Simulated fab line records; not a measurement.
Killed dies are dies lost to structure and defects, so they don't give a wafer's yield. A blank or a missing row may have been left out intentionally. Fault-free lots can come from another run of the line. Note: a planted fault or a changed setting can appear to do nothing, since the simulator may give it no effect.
The tool behind it: which one?    flow gf180mcu    6 lots (18 wafers sampled), 1 step of a 602-step route

## WHAT EACH GAUGE READ, for each wafer
GF_V4_THK_MEAS_25: measures by xrf.
lot   measured      on             V4_W_THK (nm)
L126  day 25 04:35  film-metro-01  344 345 344
L128  day 26 03:26  film-metro-01  340 346 341
L133  day 27 09:48  film-metro-01  348 341 344
L140  day 29 16:13  film-metro-04  351 349 349
L144  day 30 18:53  film-metro-01  352 349 348
L146  day 31 04:51  film-metro-02  357 358 356

## EACH LOT AND THE TOOL THAT RAN IT (in order: tool; ch and the chambers of the sampled wafers; start)
The record holds no process step before these readings.

## THE ANSWER, worked out from the rows above alone
Rule: the usual values come from the lots themselves. The widest of any qualifying gaps counts: lots, ordered by their means at a reading, are off when they make up no more than a third of the lots, leave a main group of 4 or more, and stand apart from it by 3 or more times the standard deviation of that group's means. Not used: any main group whose means are identical at the precision the tables above print for the reading. A lot without any number at a reading at which 4 lots or more have one is off too. The other lots that the step has rows for count as sound.
No lot is off on any of the readings shown, so nothing can be concluded from this.

## WHAT THE SIMULATOR HAD INSERTED
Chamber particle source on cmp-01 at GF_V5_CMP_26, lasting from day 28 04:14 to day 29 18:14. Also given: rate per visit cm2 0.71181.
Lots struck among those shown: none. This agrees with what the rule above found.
